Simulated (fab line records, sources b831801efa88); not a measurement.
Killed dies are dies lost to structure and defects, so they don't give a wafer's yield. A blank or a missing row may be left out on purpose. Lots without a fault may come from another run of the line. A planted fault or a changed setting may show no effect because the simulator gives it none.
fab line records | flow sky130
record lots=5 wafers=15 last_day=50
route steps=708 shown DNWELL@38 PWDE@45 NWELL@56
lots that met no fault: from a run of the same line without faults
start_h: hours from the record's first day to the start of the lot's first wafer shown | wait_h: hours since the lot's step before | " the same as in the row above | L1.1+2: a row that stands for several wafers | - no value, or no start given | * or withheld: withheld | < > ~ a bound
route shown NAME@n: a module of which the file shows steps, and the number in the route of the first | usual: mean/standard deviation of fault-free wafers | same: alike in all rows | chamber/n: place in a boat | sites: the reading at each site | _std_site: their standard deviation | _edge_site: outer sites' mean less inner sites' | radius_mm: how far each site lies from the wafer's centre | mask NAME#n: copy n | behind: the tool/chamber that last shaped the wafer | hold: why the lot was held/for how many hours/how that ended | device: the transistor (n, p or np) that didn't switch | end of line: the same wafers' tests at the end of the route | a step without rows: its recipe alone | killed: dies lost to structure and defects at the first sort, not the wafer's yield | map: a wafer's dies, x killed, . not, _ none there
set.NAME: the setting as run; set.NAME@STEP: as run at that earlier step | model.NAME: the simulator's own value behind a step, which no gauge read
lots at some steps of the route; a table a step, a row a wafer
services: from which hour (start_h, from the record's first day; less than 0 if before it) a tool's chamber was out of use, for how many hours, and why
## steps
# step SKY_DNWELL_SOFTBAKE_03
# recipe temp_c=110 time_s=withheld
# columns lot.wafer tool chamber start_h wait_h
L076.1+2+6 litho_track-04 0 54.53 0.1
L084.1+4+6 litho_track-02 0 96.81 0.1
L091.1+2+4 litho_track-02 0 134.81 0.1
L092.2+3+6 litho_track-02 0 144.44 0.1
L095.2+4+5 litho_track-04 0 158.21 0.1
# step SKY_DNWELL_EXPOSE_04
# recipe mask_id=DNM na=0.57 target_cd_nm=3000 dose_mj=222
# columns lot.wafer tool chamber start_h wait_h mask
L076.1+2+6 iline_stepper-01 0 - - DNM#0
L084.1+4+6 iline_stepper-02 0 - - DNM#0
L091.1+2+4 iline_stepper-01 0 - - DNM#0
L092.2+3+6 iline_stepper-02 0 - - DNM#0
L095.2+4+5 iline_stepper-02 0 - - DNM#0
# step SKY_DNWELL_PEB_05
# recipe temp_c=115 time_s=withheld
# columns lot.wafer tool chamber start_h wait_h
L076.1+2+6 litho_track-03 0 - -
L084.1+4+6 litho_track-02 0 - -
L091.1+2+4 litho_track-03 0 - -
L092.2+3+6 litho_track-02 0 - -
L095.2+4+5 litho_track-02 0 - -
# step SKY_DNWELL_DEVELOP_06
# recipe wall_angle_deg=90 developer=TMAH develop_time_s=60 dev_temp_c=23
# usual developer_temp_C=23.01/0.11
# columns lot.wafer tool chamber start_h wait_h developer_temp_C
L076.1 litho_track-03 0 - - 23.13
L076.2 " 0 " " 23.11
L076.6 " 0 " " 23.11
L084.1 litho_track-02 0 - - 23.02
L084.4 " 0 " " 23.00
L084.6 " 0 " " 23.02
L091.1 litho_track-03 0 - - 22.88
L091.2 " 0 " " 22.98
L091.4 " 0 " " 23.07
L092.2 litho_track-02 0 - - 23.03
L092.3 " 0 " " 23.01
L092.6 " 0 " " 22.91
L095.2 litho_track-02 0 - - 22.93
L095.4 " 0 " " 23.06
L095.5 " 0 " " 22.99
# step SKY_DNWELL_IMPLANT_07
# recipe species=P energy_kev=withheld dose_cm2=withheld tilt_deg=withheld
# usual end_station_pressure_torr=5.01e-06/2.5e-07
# columns lot.wafer tool chamber start_h wait_h end_station_pressure_torr
L076.1 implanter-04 0 62.39 - 4.86e-06
L076.2 " 0 " " 4.95e-06
L076.6 " 0 " " 4.85e-06
L084.1 implanter-04 0 105.41 - 4.41e-06
L084.4 " 0 " " 5.37e-06
L084.6 " 0 " " 5.16e-06
L091.1 implanter-03 0 144.89 - 5.28e-06
L091.2 " 0 " " 4.98e-06
L091.4 " 0 " " 5.35e-06
L092.2 implanter-03 0 153.39 - 4.73e-06
L092.3 " 0 " " 5.08e-06
L092.6 " 0 " " 4.95e-06
L095.2 implanter-03 0 168.79 - 4.45e-06
L095.4 " 0 " " 4.88e-06
L095.5 " 0 " " 5.03e-06
# step SKY_DNWELL_STRIP_08
# recipe chemistry=O2/N2 power_w=1400 pressure_mtorr=1500 platen_temp_c=withheld o2_flow_sccm=3000 n2_flow_sccm=300 overash_fraction=0.5
# usual drypump_motor_current_A=6.04/0.21 o2_flow_sccm=2999/8.7 oes_product_au=0.722/0.0049 strip_time_to_endpoint_s=36.86/0.11
# columns lot.wafer tool chamber start_h wait_h drypump_motor_current_A o2_flow_sccm oes_product_au rf_hours_counter_h strip_time_to_endpoint_s
L076.1 plasma_asher-02 0 62.54 0.1 5.98 2999 0.728 38 36.98
L076.2 " 1 " " 6.24 3002 0.724 38 36.94
L076.6 " 0 " " 5.96 3004 0.716 - 36.97
L084.1 plasma_asher-02 1 105.56 0.1 6.25 3005 0.724 42 36.84
L084.4 " 1 " " 6.24 3002 0.728 - 36.82
L084.6 " 1 " " 6.25 2998 0.728 - 36.99
L091.1 plasma_asher-02 0 145.04 0.1 6.00 3012 0.717 46 36.93
L091.2 " 1 " " 6.25 2982 0.718 46 36.93
L091.4 " 1 " " 6.24 2991 0.719 - 36.99
L092.2 plasma_asher-01 0 153.51 0.1 6.16 2998 0.723 33 36.94
L092.3 " 0 " " 6.17 3012 0.720 - 36.96
L092.6 " 0 " " 6.14 3016 0.731 - 36.77
L095.2 plasma_asher-04 0 168.91 0.1 6.08 3014 0.710 5 36.88
L095.4 " 0 " " 6.11 3008 0.717 - 36.85
L095.5 " 1 " " 5.65 3009 0.716 - 36.81
# step SKY_DNWELL_TW_MEAS_09
# usual DNWELL_TW=1108/8.8
# columns lot.wafer tool chamber start_h wait_h DNWELL_TW
L076.1 film_metro-04 - 62.64 0.1 1116
L076.2 " - " " 1121
L076.6 " - " " 1123
L084.1 film_metro-01 - 105.66 0.1 1108
L084.4 " - " " 1108
L084.6 " - " " 1112
L091.1 film_metro-01 - 145.14 0.1 1109
L091.2 " - " " 1110
L091.4 " - " " 1111
L092.2 film_metro-01 - 153.62 0.1 1109
L092.3 " - " " 1113
L092.6 " - " " 1106
L095.2 film_metro-04 - 169.02 0.1 1111
L095.4 " - " " 1115
L095.5 " - " " 1120
# step SKY_PWDE_DEHYDRATE_00
# recipe temp_c=200 time_s=60
# columns lot.wafer tool chamber start_h wait_h
L076.1+2+6 litho_track-02 0 69.96 7.3
L084.1+4+6 litho_track-03 0 113.49 7.8
L091.1+2+4 litho_track-03 0 153.69 8.5
L092.2+3+6 litho_track-01 0 163.40 9.8
L095.2+4+5 litho_track-03 0 178.17 9.1
# step SKY_PWDE_HMDS_01
# recipe prime_time_s=60 prime_temp_c=120
# same prime_time_s=60
# columns lot.wafer tool chamber start_h wait_h
L076.1+2+6 litho_track-02 0 70.11 0.1
L084.1+4+6 litho_track-03 0 113.64 0.1
L091.1+2+4 litho_track-03 0 153.84 0.1
L092.2+3+6 litho_track-01 0 163.55 0.1
L095.2+4+5 litho_track-03 0 178.32 0.1
# step SKY_PWDE_COAT_02
# recipe spin_rpm=2000 resist_thk_nm=3000
# usual spin_speed_rpm=1999.8/1.5
# columns lot.wafer tool chamber start_h wait_h spin_speed_rpm
L076.1 litho_track-02 0 70.26 0.1 1998.5
L076.2 " 0 " " 2000.8
L076.6 " 0 " " 1999.6
L084.1 litho_track-03 0 113.79 0.1 1998.9
L084.4 " 0 " " 1995.5
L084.6 " 0 " " 1998.5
L091.1 litho_track-03 0 153.99 0.1 1999.8
L091.2 " 0 " " 1997.6
L091.4 " 0 " " 1999.3
L092.2 litho_track-01 0 163.70 0.1 1999.3
L092.3 " 0 " " 1998.2
L092.6 " 0 " " 1999.5
L095.2 litho_track-03 0 178.47 0.1 1999.6
L095.4 " 0 " " 2000.4
L095.5 " 0 " " 2003.9
# step SKY_PWDE_SOFTBAKE_03
# recipe temp_c=110 time_s=withheld
# columns lot.wafer tool chamber start_h wait_h
L076.1+2+6 litho_track-02 0 70.41 0.1
L084.1+4+6 litho_track-03 0 113.94 0.1
L091.1+2+4 litho_track-03 0 154.14 0.1
L092.2+3+6 litho_track-01 0 163.86 0.1
L095.2+4+5 litho_track-03 0 178.62 0.1
# step SKY_PWDE_EXPOSE_04
# recipe mask_id=PWDEM na=0.6 source_shape=conventional sigma_outer=0.6 polarization=unpolarized target_cd_nm=840 dose_mj=214
# columns lot.wafer tool chamber start_h wait_h mask
L076.1+2+6 iline_stepper-01 0 - - PWDEM#0
L084.1+4+6 iline_stepper-02 0 - - PWDEM#0
L091.1+2+4 iline_stepper-01 0 - - PWDEM#0
L092.2+3+6 iline_stepper-02 0 - - PWDEM#0
L095.2+4+5 iline_stepper-01 0 - - PWDEM#0
# step SKY_PWDE_PEB_05
# recipe temp_c=115 time_s=withheld
# columns lot.wafer tool chamber start_h wait_h
L076.1+2+6 litho_track-02 0 - -
L084.1+4+6 litho_track-03 0 - -
L091.1+2+4 litho_track-01 0 - -
L092.2+3+6 litho_track-02 0 - -
L095.2+4+5 litho_track-03 0 - -
# step SKY_PWDE_DEVELOP_06
# recipe wall_angle_deg=90 developer=TMAH develop_time_s=60 dev_temp_c=23
# usual developer_temp_C=23.01/0.096
# columns lot.wafer tool chamber start_h wait_h developer_temp_C
L076.1 litho_track-02 0 - - 23.09
L076.2 " 0 " " 23.15
L076.6 " 0 " " 23.18
L084.1 litho_track-03 0 - - 22.81
L084.4 " 0 " " 22.98
L084.6 " 0 " " 22.88
L091.1 litho_track-01 0 - - 23.02
L091.2 " 0 " " 22.99
L091.4 " 0 " " 23.04
L092.2 litho_track-02 0 - - 22.92
L092.3 " 0 " " 22.99
L092.6 " 0 " " 22.98
L095.2 litho_track-03 0 - - 23.09
L095.4 " 0 " " 23.00
L095.5 " 0 " " 23.10
# step SKY_PWDE_OVL_MEAS_07
# usual PWDE_OVL=-0.4/1.6
# columns lot.wafer tool chamber start_h wait_h PWDE_OVL[nm]
L076.1 overlay-01 - 78.36 - 0.8
L076.2 " - " " 0.8
L076.6 " - " " 0.4
L084.1 overlay-02 - 123.59 - 0.8
L084.4 " - " " 1.5
L084.6 " - " " 0.7
L091.1 overlay-01 - 164.97 - 2.0
L091.2 " - " " 0.8
L091.4 " - " " 2.0
L092.2 overlay-02 - 174.27 - -1.4
L092.3 " - " " -1.6
L092.6 " - " " -2.3
L095.2 overlay-01 - 189.60 - 1.0
L095.4 " - " " 0.1
L095.5 " - " " -2.2
# step SKY_PWDE_IMPLANT_08
# recipe species=B energy_kev=150 dose_cm2=3.6e+12 tilt_deg=withheld
# usual dose_ions_cm2=3.599e+12/4e+09 end_station_pressure_torr=5.01e-06/2.5e-07
# columns lot.wafer tool chamber start_h wait_h dose_ions_cm2 end_station_pressure_torr
L076.1 implanter-03 0 78.40 0.0 3.596e+12 4.7e-06
L076.2 " 0 " " 3.602e+12 4.82e-06
L076.6 " 0 " " 3.6e+12 4.89e-06
L084.1 implanter-02 0 123.63 0.0 3.599e+12 5.74e-06
L084.4 " 0 " " 3.605e+12 4.34e-06
L084.6 " 0 " " 3.606e+12 4.79e-06
L091.1 implanter-02 0 165.01 0.0 3.601e+12 5.05e-06
L091.2 " 0 " " 3.593e+12 5.27e-06
L091.4 " 0 " " 3.598e+12 4.94e-06
L092.2 implanter-01 0 174.32 0.0 3.602e+12 5.04e-06
L092.3 " 0 " " 3.604e+12 5.12e-06
L092.6 " 0 " " 3.596e+12 5.12e-06
L095.2 implanter-02 0 189.65 0.0 3.598e+12 5.21e-06
L095.4 " 0 " " 3.603e+12 5.28e-06
L095.5 " 0 " " 3.6e+12 5.2e-06
# step SKY_PWDE_STRIP_09
# recipe chemistry=O2/N2 power_w=1400 pressure_mtorr=1500 platen_temp_c=withheld o2_flow_sccm=3000 n2_flow_sccm=300 overash_fraction=0.5
# usual drypump_motor_current_A=6.01/0.26 o2_flow_sccm=3001/9 oes_product_au=0.723/0.0045 strip_time_to_endpoint_s=36.91/0.1
# columns lot.wafer tool chamber start_h wait_h drypump_motor_current_A o2_flow_sccm oes_product_au rf_hours_counter_h strip_time_to_endpoint_s
L076.1 plasma_asher-01 1 78.55 0.1 6.24 2983 0.724 25 36.99
L076.2 " 0 " " 6.15 3010 0.720 25 36.94
L076.6 " 1 " " 6.27 2985 0.729 - 36.93
L084.1 plasma_asher-01 0 123.78 0.1 6.11 3003 0.724 30 36.94
L084.4 " 1 " " 6.23 2995 0.720 - 37.01
L084.6 " 1 " " 6.25 3008 0.721 - 36.97
L091.1 plasma_asher-01 1 165.16 0.1 6.25 2994 0.724 34 36.93
L091.2 " 0 " " 6.15 3006 0.726 34 36.98
L091.4 " 1 " " 6.25 2987 0.723 - 36.89
L092.2 plasma_asher-04 0 174.45 0.1 6.09 2991 0.722 6 36.96
L092.3 " 1 " " 5.66 3001 0.729 - 36.90
L092.6 " 0 " " 6.12 3002 0.723 - 36.91
L095.2 plasma_asher-01 1 189.78 0.1 6.22 2991 0.717 36 36.68
L095.4 " 1 " " 6.23 3007 0.727 - 36.73
L095.5 " 1 " " 6.24 2996 0.724 - 36.69
# step SKY_PWDE_TW_MEAS_10
# usual PWDE_TW=371.7/2.8
# columns lot.wafer tool chamber start_h wait_h PWDE_TW
L076.1 film_metro-01 - 78.65 0.1 371.8
L076.2 " - " " 372.1
L076.6 " - " " 369.8
L084.1 film_metro-01 - 123.88 0.1 371.5
L084.4 " - " " 370.5
L084.6 " - " " 369.8
L091.1 film_metro-02 - 165.26 0.1 372.6
L091.2 " - " " 369.7
L091.4 " - " " 371.4
L092.2 film_metro-04 - 174.56 0.1 374.2
L092.3 " - " " 374.3
L092.6 " - " " 375.3
L095.2 film_metro-01 - 189.89 0.1 371.0
L095.4 " - " " 373.2
L095.5 " - " " 370.3
# step SKY_NWELL_DEHYDRATE_03
# recipe temp_c=200 time_s=60
# columns lot.wafer tool chamber start_h wait_h
L076.1+2+6 litho_track-04 0 86.43 7.8
L084.1+4+6 litho_track-01 0 132.32 8.4
L091.1+2+4 litho_track-04 0 174.78 9.5
L092.2+3+6 litho_track-04 0 184.65 10.1
L095.2+4+5 litho_track-04 0 198.90 9.0
# step SKY_NWELL_HMDS_04
# recipe prime_time_s=60 prime_temp_c=120
# same prime_time_s=60
# columns lot.wafer tool chamber start_h wait_h
L076.1+2+6 litho_track-04 0 86.58 0.1
L084.1+4+6 litho_track-01 0 132.47 0.1
L091.1+2+4 litho_track-04 0 174.93 0.1
L092.2+3+6 litho_track-04 0 184.80 0.1
L095.2+4+5 litho_track-04 0 199.05 0.1
# step SKY_NWELL_COAT_05
# recipe spin_rpm=2000 resist_thk_nm=3000
# usual spin_speed_rpm=2000.1/1.3
# columns lot.wafer tool chamber start_h wait_h spin_speed_rpm
L076.1 litho_track-04 0 86.73 0.1 1999.0
L076.2 " 0 " " 1998.1
L076.6 " 0 " " 1999.5
L084.1 litho_track-01 0 132.62 0.1 1999.4
L084.4 " 0 " " 1999.4
L084.6 " 0 " " 1999.9
L091.1 litho_track-04 0 175.08 0.1 2000.9
L091.2 " 0 " " 2002.0
L091.4 " 0 " " 2002.4
L092.2 litho_track-04 0 184.95 0.1 2001.0
L092.3 " 0 " " 2003.2
L092.6 " 0 " " 2000.7
L095.2 litho_track-04 0 199.20 0.1 2001.1
L095.4 " 0 " " 1999.6
L095.5 " 0 " " 1997.6
# step SKY_NWELL_SOFTBAKE_06
# recipe temp_c=110 time_s=withheld
# columns lot.wafer tool chamber start_h wait_h
L076.1+2+6 litho_track-04 0 86.88 0.1
L084.1+4+6 litho_track-01 0 132.77 0.1
L091.1+2+4 litho_track-04 0 175.23 0.1
L092.2+3+6 litho_track-04 0 185.11 0.1
L095.2+4+5 litho_track-04 0 199.36 0.1
# step SKY_NWELL_EXPOSE_07
# recipe mask_id=NWM na=0.6 source_shape=conventional sigma_outer=0.6 polarization=unpolarized target_cd_nm=840 dose_mj=255
# columns lot.wafer tool chamber start_h wait_h mask
L076.1+2+6 iline_stepper-02 0 - - NWM#0
L084.1+4+6 iline_stepper-01 0 - - NWM#0
L091.1+2+4 iline_stepper-01 0 - - NWM#0
L092.2+3+6 iline_stepper-01 0 - - NWM#0
L095.2+4+5 iline_stepper-02 0 - - NWM#0
# step SKY_NWELL_PEB_08
# recipe temp_c=115 time_s=withheld
# columns lot.wafer tool chamber start_h wait_h
L076.1+2+6 litho_track-02 0 - -
L084.1+4+6 litho_track-01 0 - -
L091.1+2+4 litho_track-01 0 - -
L092.2+3+6 litho_track-02 0 - -
L095.2+4+5 litho_track-04 0 - -
# step SKY_NWELL_DEVELOP_09
# recipe wall_angle_deg=90 developer=TMAH develop_time_s=60 dev_temp_c=23
# usual developer_temp_C=23.01/0.097
# columns lot.wafer tool chamber start_h wait_h developer_temp_C
L076.1 litho_track-02 0 - - 22.99
L076.2 " 0 " " 23.09
L076.6 " 0 " " 23.00
L084.1 litho_track-01 0 - - 22.97
L084.4 " 0 " " 23.04
L084.6 " 0 " " 22.93
L091.1 litho_track-01 0 - - 23.04
L091.2 " 0 " " 22.91
L091.4 " 0 " " 23.04
L092.2 litho_track-02 0 - - 22.95
L092.3 " 0 " " 23.05
L092.6 " 0 " " 22.84
L095.2 litho_track-04 0 - - 23.03
L095.4 " 0 " " 22.98
L095.5 " 0 " " 23.08
# step SKY_NWELL_OVL_MEAS_10
# usual NWELL_00_OVL=0.2/1.4
# columns lot.wafer tool chamber start_h wait_h NWELL_00_OVL[nm]
L076.1 overlay-02 - 95.56 - -1.2
L076.2 " - " " 0.1
L076.6 " - " " -0.2
L084.1 overlay-01 - 142.22 - 1.7
L084.4 " - " " 2.5
L084.6 " - " " 1.7
L091.1 overlay-02 - 185.67 - 0.2
L091.2 " - " " -1.8
L091.4 " - " " -2.2
L092.2 overlay-01 - 195.47 - -0.4
L092.3 " - " " -0.3
L092.6 " - " " -0.5
L095.2 overlay-01 - 210.23 - -0.2
L095.4 " - " " -0.2
L095.5 " - " " 0.9
# step SKY_NWELL_IMPLANT_11
# recipe species=P energy_kev=400 dose_cm2=1.9e+13 tilt_deg=withheld
# usual dose_ions_cm2=1.9e+13/2e+10 end_station_pressure_torr=5.12e-06/2.9e-07
# columns lot.wafer tool chamber start_h wait_h dose_ions_cm2 end_station_pressure_torr
L076.1 implanter-02 0 95.60 0.0 1.9001e+13 5.08e-06
L076.2 " 0 " " 1.8962e+13 5.06e-06
L076.6 " 0 " " 1.9006e+13 5.39e-06
L084.1 implanter-04 0 142.26 0.0 1.9e+13 5.06e-06
L084.4 " 0 " " 1.9012e+13 5.5e-06
L084.6 " 0 " " 1.9002e+13 5.19e-06
L091.1 implanter-04 0 185.71 0.0 1.9014e+13 5.35e-06
L091.2 " 0 " " 1.9007e+13 5.05e-06
L091.4 " 0 " " 1.9021e+13 5.28e-06
L092.2 implanter-04 0 195.52 0.0 1.9015e+13 5.64e-06
L092.3 " 0 " " 1.8969e+13 4.88e-06
L092.6 " 0 " " 1.8978e+13 5.04e-06
L095.2 implanter-03 0 210.29 0.0 1.8981e+13 5.51e-06
L095.4 " 0 " " 1.8993e+13 4.79e-06
L095.5 " 0 " " 1.901e+13 5.29e-06
# step SKY_NWELL_IMPLANT_12
# recipe species=P energy_kev=120 dose_cm2=1.3e+12 tilt_deg=withheld
# usual dose_ions_cm2=1.2999e+12/1.5e+09 end_station_pressure_torr=5e-06/2.7e-07
# columns lot.wafer tool chamber start_h wait_h dose_ions_cm2 end_station_pressure_torr
L076.1 implanter-02 0 95.75 0.1 1.2955e+12 4.59e-06
L076.2 " 0 " " 1.2959e+12 4.99e-06
L076.6 " 0 " " 1.2984e+12 5.05e-06
L084.1 implanter-04 0 142.41 0.1 1.299e+12 5.32e-06
L084.4 " 0 " " 1.2976e+12 5.14e-06
L084.6 " 0 " " 1.2992e+12 5.45e-06
L091.1 implanter-04 0 185.86 0.1 1.3018e+12 5.3e-06
L091.2 " 0 " " 1.2999e+12 4.97e-06
L091.4 " 0 " " 1.3004e+12 5.04e-06
L092.2 implanter-04 0 195.67 0.1 1.3001e+12 5.14e-06
L092.3 " 0 " " 1.2982e+12 5.06e-06
L092.6 " 0 " " 1.3008e+12 4.72e-06
L095.2 implanter-03 0 210.44 0.1 1.2991e+12 4.93e-06
L095.4 " 0 " " 1.2984e+12 4.84e-06
L095.5 " 0 " " 1.2989e+12 5.1e-06
# step SKY_NWELL_IMPLANT_13
# recipe species=P energy_kev=50 dose_cm2=7e+11 tilt_deg=withheld
# usual dose_ions_cm2=7e+11/6.8e+08 end_station_pressure_torr=5e-06/2.5e-07
# columns lot.wafer tool chamber start_h wait_h dose_ions_cm2 end_station_pressure_torr
L076.1 implanter-02 0 95.90 0.1 7.007e+11 5.43e-06
L076.2 " 0 " " 7.005e+11 5.15e-06
L076.6 " 0 " " 7.008e+11 4.86e-06
L084.1 implanter-04 0 142.56 0.1 7.005e+11 5.11e-06
L084.4 " 0 " " 7e+11 5.21e-06
L084.6 " 0 " " 7.009e+11 4.83e-06
L091.1 implanter-04 0 186.01 0.1 6.996e+11 4.66e-06
L091.2 " 0 " " 7.005e+11 5.09e-06
L091.4 " 0 " " 7.011e+11 4.94e-06
L092.2 implanter-04 0 195.82 0.1 6.999e+11 5.14e-06
L092.3 " 0 " " 7.002e+11 5.33e-06
L092.6 " 0 " " 6.999e+11 5.07e-06
L095.2 implanter-03 0 210.59 0.1 7.007e+11 5.2e-06
L095.4 " 0 " " 7.005e+11 5.13e-06
L095.5 " 0 " " 7.002e+11 5.02e-06
# step SKY_NWELL_STRIP_14
# recipe chemistry=O2/N2 power_w=1400 pressure_mtorr=1500 platen_temp_c=withheld o2_flow_sccm=3000 n2_flow_sccm=300 overash_fraction=0.5
# usual drypump_motor_current_A=5.89/0.29 o2_flow_sccm=2998/8.5 oes_product_au=0.722/0.0052 strip_time_to_endpoint_s=36.87/0.14
# columns lot.wafer tool chamber start_h wait_h drypump_motor_current_A o2_flow_sccm oes_product_au rf_hours_counter_h strip_time_to_endpoint_s
L076.1 plasma_asher-04 0 96.05 0.1 6.07 3012 0.715 42 36.96
L076.2 " 1 " " 5.67 3005 0.724 42 37.00
L076.6 " 0 " " 6.10 3002 0.720 - 36.82
L084.1 plasma_asher-02 1 142.71 0.1 6.28 3001 0.715 46 36.89
L084.4 " 0 " " 5.98 2996 0.716 - 36.94
L084.6 " 1 " " 6.26 2995 0.723 - 37.09
L091.1 plasma_asher-03 0 186.16 0.1 6.16 2999 0.715 49 36.86
L091.2 " 1 " " 5.51 3000 0.718 49 36.72
L091.4 " 0 " " 6.15 3000 0.727 - 36.66
L092.2 plasma_asher-03 1 195.95 0.1 5.53 3013 0.723 50 36.79
L092.3 " 1 " " 5.51 3005 0.719 - 36.62
L092.6 " 0 " " 6.15 3002 0.717 - 36.76
L095.2 plasma_asher-03 0 210.71 0.1 6.19 2995 0.725 52 36.77
L095.4 " 0 " " 6.18 3000 0.731 - 36.88
L095.5 " 1 " " 5.50 2994 0.720 - 36.91
# step SKY_NWELL_TW_MEAS_15
# usual NWELL_TW=1814/16
# columns lot.wafer tool chamber start_h wait_h NWELL_TW
L076.1 film_metro-04 - 96.15 0.1 1818
L076.2 " - " " 1824
L076.6 " - " " 1826
L084.1 film_metro-04 - 142.81 0.1 1820
L084.4 " - " " 1822
L084.6 " - " " 1825
L091.1 film_metro-02 - 186.26 0.1 1799
L091.2 " - " " 1789
L091.4 " - " " 1793
L092.2 film_metro-02 - 196.06 0.1 1791
L092.3 " - " " 1794
L092.6 " - " " 1799
L095.2 film_metro-01 - 210.82 0.1 1808
L095.4 " - " " 1813
L095.5 " - " " 1803
# step SKY_NWELL_DEHYDRATE_16
# recipe temp_c=200 time_s=60
# columns lot.wafer tool chamber start_h wait_h
L076.1+2+6 litho_track-02 0 104.06 7.9
L084.1+4+6 litho_track-01 0 151.77 9.0
L091.1+2+4 litho_track-02 0 195.76 9.5
L092.2+3+6 litho_track-02 0 206.09 10.0
L095.2+4+5 litho_track-04 0 221.35 10.5
# step SKY_NWELL_HMDS_17
# recipe prime_time_s=60 prime_temp_c=120
# same prime_time_s=60
# columns lot.wafer tool chamber start_h wait_h
L076.1+2+6 litho_track-02 0 104.21 0.1
L084.1+4+6 litho_track-01 0 151.92 0.1
L091.1+2+4 litho_track-02 0 195.91 0.1
L092.2+3+6 litho_track-02 0 206.24 0.1
L095.2+4+5 litho_track-04 0 221.50 0.1
# step SKY_NWELL_COAT_18
# recipe spin_rpm=2000 resist_thk_nm=3000
# usual spin_speed_rpm=2000.1/1.2
# columns lot.wafer tool chamber start_h wait_h spin_speed_rpm
L076.1 litho_track-02 0 104.36 0.1 2000.2
L076.2 " 0 " " 2000.4
L076.6 " 0 " " 2000.7
L084.1 litho_track-01 0 152.07 0.1 1998.7
L084.4 " 0 " " 1998.6
L084.6 " 0 " " 1997.9
L091.1 litho_track-02 0 196.06 0.1 2002.5
L091.2 " 0 " " 2000.5
L091.4 " 0 " " 2001.3
L092.2 litho_track-02 0 206.39 0.1 2000.2
L092.3 " 0 " " 1999.8
L092.6 " 0 " " 1999.0
L095.2 litho_track-04 0 221.65 0.1 1998.6
L095.4 " 0 " " 2000.0
L095.5 " 0 " " 2000.2
# step SKY_NWELL_SOFTBAKE_19
# recipe temp_c=110 time_s=withheld
# columns lot.wafer tool chamber start_h wait_h
L076.1+2+6 litho_track-02 0 104.51 0.1
L084.1+4+6 litho_track-01 0 152.22 0.1
L091.1+2+4 litho_track-02 0 196.21 0.1
L092.2+3+6 litho_track-02 0 206.54 0.1
L095.2+4+5 litho_track-04 0 221.81 0.1
# step SKY_NWELL_EXPOSE_20
# recipe mask_id=NWM_COMPLEMENT na=0.6 source_shape=conventional sigma_outer=0.6 polarization=unpolarized target_cd_nm=840 dose_mj=260
# columns lot.wafer tool chamber start_h wait_h mask
L076.1+2+6 iline_stepper-01 0 - - NWM_COMPLEMENT#0
L084.1+4+6 iline_stepper-02 0 - - NWM_COMPLEMENT#0
L091.1+2+4 iline_stepper-01 0 - - NWM_COMPLEMENT#0
L092.2+3+6 iline_stepper-02 0 - - NWM_COMPLEMENT#0
L095.2+4+5 iline_stepper-01 0 - - NWM_COMPLEMENT#0
# step SKY_NWELL_PEB_21
# recipe temp_c=115 time_s=withheld
# columns lot.wafer tool chamber start_h wait_h
L076.1+2+6 litho_track-01 0 - -
L084.1+4+6 litho_track-04 0 - -
L091.1+2+4 litho_track-02 0 - -
L092.2+3+6 litho_track-01 0 - -
L095.2+4+5 litho_track-02 0 - -
# step SKY_NWELL_DEVELOP_22
# recipe wall_angle_deg=90 developer=TMAH develop_time_s=60 dev_temp_c=23
# usual developer_temp_C=22.94/0.11
# columns lot.wafer tool chamber start_h wait_h developer_temp_C
L076.1 litho_track-01 0 - - 22.95
L076.2 " 0 " " 22.98
L076.6 " 0 " " 23.04
L084.1 litho_track-04 0 - - 22.84
L084.4 " 0 " " 22.98
L084.6 " 0 " " 22.80
L091.1 litho_track-02 0 - - 22.77
L091.2 " 0 " " 22.86
L091.4 " 0 " " 22.80
L092.2 litho_track-01 0 - - 22.83
L092.3 " 0 " " 22.74
L092.6 " 0 " " 22.85
L095.2 litho_track-02 0 - - 22.98
L095.4 " 0 " " 23.03
L095.5 " 0 " " 22.90
# step SKY_NWELL_OVL_MEAS_23
# usual NWELL_01_OVL=0.3/1.6
# columns lot.wafer tool chamber start_h wait_h NWELL_01_OVL[nm]
L076.1 overlay-02 - 112.97 - -1.4
L076.2 " - " " 1.1
L076.6 " - " " 0.2
L084.1 overlay-01 - 162.38 - 3.1
L084.4 " - " " 1.7
L084.6 " - " " 2.7
L091.1 overlay-01 - 207.06 - -0.2
L091.2 " - " " 0.0
L091.4 " - " " -0.2
L092.2 overlay-01 - 217.78 - -0.5
L092.3 " - " " 0.0
L092.6 " - " " 0.3
L095.2 overlay-01 - 233.37 - 1.9
L095.4 " - " " -0.6
L095.5 " - " " 2.2
# step SKY_NWELL_IMPLANT_24
# recipe species=B energy_kev=140 dose_cm2=9.2e+12 tilt_deg=withheld
# usual dose_ions_cm2=9.201e+12/1e+10 end_station_pressure_torr=5.05e-06/2.7e-07
# columns lot.wafer tool chamber start_h wait_h dose_ions_cm2 end_station_pressure_torr
L076.1 implanter-03 0 113.01 0.0 9.197e+12 4.38e-06
L076.2 " 0 " " 9.188e+12 5.15e-06
L076.6 " 0 " " 9.192e+12 5.03e-06
L084.1 implanter-03 0 162.41 0.0 9.203e+12 5.23e-06
L084.4 " 0 " " 9.2e+12 4.86e-06
L084.6 " 0 " " 9.206e+12 4.73e-06
L091.1 implanter-04 0 207.10 0.0 9.207e+12 5.12e-06
L091.2 " 0 " " 9.204e+12 4.74e-06
L091.4 " 0 " " 9.207e+12 4.6e-06
L092.2 implanter-03 0 217.83 0.0 9.205e+12 5.37e-06
L092.3 " 0 " " 9.203e+12 4.61e-06
L092.6 " 0 " " 9.2e+12 4.71e-06
L095.2 implanter-03 0 233.42 0.0 9.193e+12 5.27e-06
L095.4 " 0 " " 9.22e+12 5.23e-06
L095.5 " 0 " " 9.208e+12 5.44e-06
## services
# columns tool chamber start_h hours kind
implanter-02 - 32.27 0.6 repair
iline_stepper-01 - 48.05 6.5 repair
plasma_asher-04 - 92.50 2.8 pm
plasma_asher-04 - 108.75 9.0 pm
plasma_asher-04 0 108.75 9.0 vent_cycle
iline_stepper-01 - 116.13 1.7 pm
implanter-01 - 116.14 5.4 repair
implanter-03 - 117.05 2.8 repair
iline_stepper-01 0 118.95 - calibration
plasma_asher-01 - 120.76 2.7 repair
implanter-02 - 133.37 5.3 pm
plasma_asher-03 - 141.95 10.9 repair
plasma_asher-04 - 144.42 1.5 repair
implanter-02 - 149.79 3.3 repair
implanter-04 - 178.28 4.2 repair
plasma_asher-03 - 179.16 2.8 pm
litho_track-04 - 182.87 - consumable_replace:filter
iline_stepper-02 0 204.23 - calibration
iline_stepper-02 - 210.80 4.4 pm
iline_stepper-02 - 217.98 1.7 pm
plasma_asher-01 - 220.76 3.0 repair
litho_track-01 - 222.84 - consumable_replace:filter
plasma_asher-01 - 224.83 7.1 repair
plasma_asher-03 - 225.74 1.0 repair
## key
fault none
